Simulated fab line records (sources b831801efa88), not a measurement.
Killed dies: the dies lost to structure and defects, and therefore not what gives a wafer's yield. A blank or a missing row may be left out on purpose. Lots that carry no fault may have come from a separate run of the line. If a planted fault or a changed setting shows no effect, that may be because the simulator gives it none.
What tool caused it? -- flow sky130 -- 12 lots (36 wafers sampled), 1 step of a 708-step route

## WHAT EACH GAUGE READ, for each wafer
SKY_SPACER_THK_MEAS_01.
lot,measured,on,SPACER_CVD_00_THK (nm)
L075,day 23 01:28,film_metro-01,43.3 42.9 43.3
L077,day 24 01:19,film_metro-04,43.9 43.3 43.7
L079,day 24 13:02,film_metro-03,43.4 43.4 43.4
L081,day 25 07:04,film_metro-01,43.8 43.7 43.7
L083,day 26 05:55,film_metro-04,43.2 43.4 43.1
L085,day 26 20:31,film_metro-01,43.6 43.1 43.1
L087,day 27 12:53,film_metro-03,43.6 43.8 43.8
L089,day 28 10:30,film_metro-03,43.2 43.7 43.5
L091,day 28 19:49,film_metro-01,43.1 43.0 43.2
L093,day 29 12:52,film_metro-03,42.8 42.5 42.8
L095,day 30 05:14,film_metro-04,42.8 43.4 43.2
L097,day 30 19:25,film_metro-03,42.8 42.6 43.0

## EACH LOT AND THE TOOL THAT RAN IT (in order: tool; ch and the chambers of the sampled wafers; start)
There is no process step in the record ahead of these readings.

## THE ANSWER, worked out from the rows above alone
Rule: what is usual is taken from the lots themselves. The widest of any qualifying gaps counts: lots, ordered by their means at a reading, are off when they make up no more than a third of the lots, leave a main group of 4 or more, and stand apart from it by 3 or more times the standard deviation of that group's means. The tables above print the reading to a certain number of digits; a main group whose means all agree to those digits is not used. Also off: a lot with no number at a reading for which 4 or more lots have one. Where the step has rows for the other lots, those lots are counted as sound.
No lot is off at any reading shown: from this, nothing can be told.

## WHAT WAS PUT IN BY THE SIMULATOR
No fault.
